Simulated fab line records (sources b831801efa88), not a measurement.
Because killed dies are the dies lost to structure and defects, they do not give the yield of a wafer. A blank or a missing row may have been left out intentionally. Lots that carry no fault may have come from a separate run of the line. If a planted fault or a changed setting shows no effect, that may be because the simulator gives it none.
Chamber matching    flow sky130    4 sister chambers for SKY_VIA4_ETCH_12 on rie-diel-03
The step etches SiO2 in C4F8/O2/Ar, stops on TiN, target depth 580 nm. 20 wafers are shown with their chamber, then 10 later ones without.

== WAFERS WITH THEIR CHAMBER ==
wafer   chamber  oes-product-au (a.u.)
L077.1  3        0.922
L077.2  0        0.930
L077.6  2        0.928
L076.4  2        0.918
L076.5  3        0.927
L076.6  0        0.924
L078.2  1        0.926
L078.3  0        0.938
L078.4  3        0.923
L084.3  1        0.927
L084.4  3        0.930
L084.6  1        0.934
L091.1  2        0.928
L091.3  3        0.922
L091.6  3        0.926
L092.1  3        0.922
L092.5  3        0.930
L092.6  0        0.927
L093.2  1        0.926
L093.3  2        0.920

SIGNATURES, as means of the wafers listed above
reading         chamber 0  chamber 1  chamber 2  chamber 3  scatter within a chamber
oes-product-au  0.92975    0.92825    0.92350    0.92525    0.00449
Rule: distance of a wafer from a chamber = root of the sum over the readings of ((wafer's reading minus chamber's mean) / reading's scatter) squared. If the next closest chamber is less than 2 further off than the closest, the wafer can't be placed; otherwise it belongs to the closest. The scatter: take each reading less its chamber's mean, square it, sum over the shown wafers, divide by the number of wafers less the number of chambers, and take the root.

== WAFERS WITHOUT THEIR CHAMBER ==
wafer   oes-product-au (a.u.)
L093.6  0.923
L094.1  0.928
L094.2  0.935
L094.3  0.928
L094.4  0.933
L094.5  0.931
L094.6  0.923
L097.1  0.921
L097.3  0.933
L097.5  0.933

== WHICH CHAMBER EACH ONE RAN IN ==
wafer   from the rows above                in truth
L093.6  can't be placed: 2 or 3 or 1 or 0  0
L094.1  can't be placed: 1 or 0 or 3 or 2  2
L094.2  can't be placed: 0 or 1 or 3 or 2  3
L094.3  can't be placed: 1 or 0 or 3 or 2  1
L094.4  can't be placed: 0 or 1 or 3 or 2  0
L094.5  can't be placed: 0 or 1 or 3 or 2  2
L094.6  can't be placed: 2 or 3 or 1 or 0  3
L097.1  can't be placed: 2 or 3 or 1 or 0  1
L097.3  can't be placed: 0 or 1 or 3 or 2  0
L097.5  can't be placed: 0 or 1 or 3 or 2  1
0 of 10 placed correctly. Cannot be placed on the basis of these rows: 10; the candidates contain the true chamber in 10. Number placed wrongly: 0.
